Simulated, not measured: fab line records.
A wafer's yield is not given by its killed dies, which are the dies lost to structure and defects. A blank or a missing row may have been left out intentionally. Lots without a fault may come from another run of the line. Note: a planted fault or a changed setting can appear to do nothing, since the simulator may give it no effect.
Which of the tools did it?    flow sky130    12 lots, 36 wafers sampled, at 5 steps of a route of 708

WHAT THE GAUGES SHOWED, per wafer
SKY_SONOS_TUNNEL_OVL_MEAS_08. Usual: SONOS_TUNNEL_OVL typically reads -0.9 nm, with standard deviation 1.5.
lot   measured      on          SONOS_TUNNEL_OVL (nm)  flag
L200  day 11 06:37  overlay-02  -0.8 -1.6 -1.2         
L203  day 12 06:43  overlay-01  0.0 1.8 1.6            
L204  day 12 17:37  overlay-01  -0.1 -0.4 0.1          
L207  day 13 19:49  overlay-02  0.2 -0.6 -0.4          
L208  day 13 21:40  overlay-01  -1.0 -0.4 -2.9         
L211  day 15 03:16  overlay-02  -3.0 -2.7 -2.1         
L212  day 15 13:23  overlay-01  -1.2 -1.8 -1.1         
L215  day 16 04:07  overlay-02  -2.1 -1.4 -0.4         
L216  day 16 17:25  overlay-02  -1.8 0.1 -1.9          
L218  day 17 06:43  overlay-02  -1.6 -3.1 -1.9         
L221  day 18 12:02  overlay-01  -0.4 1.2 1.5           
L222  day 18 19:10  overlay-01  -2.1 -3.4 -3.1         

SKY_LDD_P_TW_MEAS_11. Usual: LDD_P_TW typically reads 639, with standard deviation 3.1.
lot   measured      on            LDD_P_TW                 flag
L200  day 18 18:16  filmMetro-03  636 637 636              
L203  day 20 04:29  filmMetro-01  639 642 641              
L204  day 20 16:01  filmMetro-02  637 640 640              
L207  day 22 00:00  filmMetro-02  638 637 641              
L208  day 22 08:15  filmMetro-02  640 639 634              
L211  day 23 08:57  filmMetro-03  637 643 634              
L212  day 23 16:59  filmMetro-03  634 632 642              
L215  day 24 09:22  filmMetro-03  564 563 561 564 565 561  OFF
L216  day 24 22:55  filmMetro-03  565 563 563 558 566 562  OFF
L218  day 25 15:32  filmMetro-02  559 562 560 558 560 563  OFF
L221  day 26 19:25  filmMetro-01  641 639 642              
L222  day 27 02:35  filmMetro-01  641 646 641              

EACH LOT AND THE TOOL THAT RAN IT (in order: tool; ch and the chambers of the sampled wafers; start)
lot   SKY_SONOS_ONO_ETCH_15              SKY_GATE_OXIDE_STRIP_13              SKY_LDD_P_IMPLANT_09
L200  rieDiel-01 ch 0,3, day 12 12:15    plasmaAsher-04 ch 0,1, day 13 16:01  implanter-01 ch 0, day 18 18:01
L203  rieDiel-02 ch 0,1, day 13 15:03    plasmaAsher-04 ch 0,1, day 14 19:16  implanter-03 ch 0, day 20 04:14
L204  rieDiel-01 ch 0,1, day 14 01:30    plasmaAsher-03 ch 0,1, day 15 07:47  implanter-01 ch 0, day 20 15:46
L207  rieDiel-01 ch 1,3, day 15 04:39    plasmaAsher-04 ch 0,1, day 16 11:56  implanter-03 ch 0, day 21 23:45
L208  rieDiel-02 ch 0,1, day 15 10:01    plasmaAsher-03 ch 0,1, day 16 17:26  implanter-01 ch 0, day 22 08:00
L211  rieDiel-02 ch 0,2,3, day 16 11:39  plasmaAsher-04 ch 0,1, day 17 18:51  implanter-04 ch 0, day 23 08:42
L212  rieDiel-02 ch 0,2,3, day 17 00:22  plasmaAsher-02 ch 0,1, day 18 08:51  implanter-03 ch 0, day 23 16:44
L215  rieDiel-01 ch 2,3, day 17 13:42    plasmaAsher-03 ch 0,1, day 18 22:56  implanter-03 ch 0, day 24 09:08
L216  rieDiel-02 ch 0,1,3, day 18 03:30  plasmaAsher-03 ch 0,1, day 19 12:36  implanter-03 ch 0, day 24 22:40
L218  rieDiel-03 ch 0,2,3, day 18 21:06  plasmaAsher-02 ch 0,1, day 20 06:23  implanter-03 ch 0, day 25 15:17
L221  rieDiel-02 ch 0,3, day 20 03:45    plasmaAsher-04 ch 0,1, day 21 12:38  implanter-04 ch 0, day 26 19:10
L222  rieDiel-02 ch 0,2,3, day 20 08:49  plasmaAsher-02 ch 0,1, day 21 18:08  implanter-01 ch 0, day 27 02:20
- SKY_SONOS_ONO_ETCH_15: etches the open film in CHF3/O2, target depth 19.52 nm, time 7.8 s.
- SKY_GATE_OXIDE_STRIP_13: strips in O2/N2.
- SKY_LDD_P_IMPLANT_09

WHAT THE TOOLS THEMSELVES READ (means of the sampled wafers that have a number; where no wafer has one, the mark that the record gives instead)
SKY_SONOS_ONO_ETCH_15. Usual: drypumpMotorCurrentA 5.77 A, standard deviation 0.29; oesProductAu 0.997 a.u., standard deviation 0.0081; throttleValvePct 8.823 %, standard deviation 0.0083.
lot   tool        drypumpMotorCurrentA (A)  oesProductAu (a.u.)  throttleValvePct (%)  flag
L200  rieDiel-01  5.57                      0.995                8.822                 
L203  rieDiel-02  5.60                      1.002                8.823                 
L204  rieDiel-01  5.83                      0.987                8.820                 
L207  rieDiel-01  5.53                      0.998                8.820                 
L208  rieDiel-02  5.58                      1.000                8.817                 
L211  rieDiel-02  5.92                      1.002                8.820                 
L212  rieDiel-02  5.93                      0.995                8.827                 
L215  rieDiel-01  5.90                      0.988                8.821                 
L216  rieDiel-02  5.68                      0.989                8.820                 
L218  rieDiel-03  5.75                      1.005                8.821                 
L221  rieDiel-02  5.77                      1.010                8.829                 
L222  rieDiel-02  5.92                      1.004                8.821                 

SKY_GATE_OXIDE_STRIP_13. Usual: drypumpMotorCurrentA 5.6 A, standard deviation 0.38; oesProductAu 0.716 a.u., standard deviation 0.0043; stripTimeToEndpointS 14.17 s, standard deviation 0.043.
lot   tool            drypumpMotorCurrentA (A)  oesProductAu (a.u.)  stripTimeToEndpointS (s)  flag
L200  plasmaAsher-04  5.7                       0.715                14.20                     
L203  plasmaAsher-04  5.7                       0.715                14.15                     
L204  plasmaAsher-03  5.2                       0.713                14.16                     
L207  plasmaAsher-04  5.5                       0.717                14.17                     
L208  plasmaAsher-03  5.2                       0.718                14.21                     
L211  plasmaAsher-04  5.5                       0.713                14.22                     
L212  plasmaAsher-02  6.0                       0.717                14.19                     
L215  plasmaAsher-03  5.5                       0.716                14.19                     
L216  plasmaAsher-03  5.4                       0.716                14.12                     
L218  plasmaAsher-02  5.9                       0.720                14.20                     
L221  plasmaAsher-04  5.7                       0.717                14.23                     
L222  plasmaAsher-02  6.0                       0.716                14.15                     

SKY_LDD_P_IMPLANT_09. Usual: faradayCurrentUA reads 56.5 (standard deviation 1.1).
lot   tool          faradayCurrentUA  flag
L200  implanter-01  56.1              
L203  implanter-03  55.2              
L204  implanter-01  56.8              
L207  implanter-03  57.1              
L208  implanter-01  56.4              
L211  implanter-04  56.3              
L212  implanter-03  56.3              
L215  implanter-03  57.2              
L216  implanter-03  55.9              
L218  implanter-03  55.7              
L221  implanter-04  57.1              
L222  implanter-01  55.3              

THE ANSWER, worked out from the rows above alone
Rule: a lot is off if the mean of its wafers that have a number lies more than 3 standard deviations from the usual mean. Also off: a lot with no number at a reading for which 4 or more lots have one. Where the step has rows for the other lots, those lots are counted as sound. First the gauges in route order, then the tools' own readings, where a lot's mean is used as printed above. At the first step where some lot is off, the reading lying furthest off is the one used; lots without a number count as furthest.
Off: at SKY_LDD_P_TW_MEAS_11 (LDD_P_TW), L215, L216, L218.
If a tool, at a process step before that reading, ran all the lots that are off and no sound lot after the first of them, it fits. Those tools and the gauges at SKY_LDD_P_TW_MEAS_11 are tried in the same way. One candidate fits, namely implanter-03 at SKY_LDD_P_IMPLANT_09. Its last sound lot is L212 (day 23 16:44), its first lot that is off L215 (day 24 09:08): a fault that began between those two fits.

WHAT WAS PUT IN BY THE SIMULATOR
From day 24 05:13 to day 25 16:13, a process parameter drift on implanter-03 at SKY_LDD_P_IMPLANT_09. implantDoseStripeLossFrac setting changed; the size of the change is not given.
Shown lots that were struck: L215, L216, L218. The rule above reached the same finding.
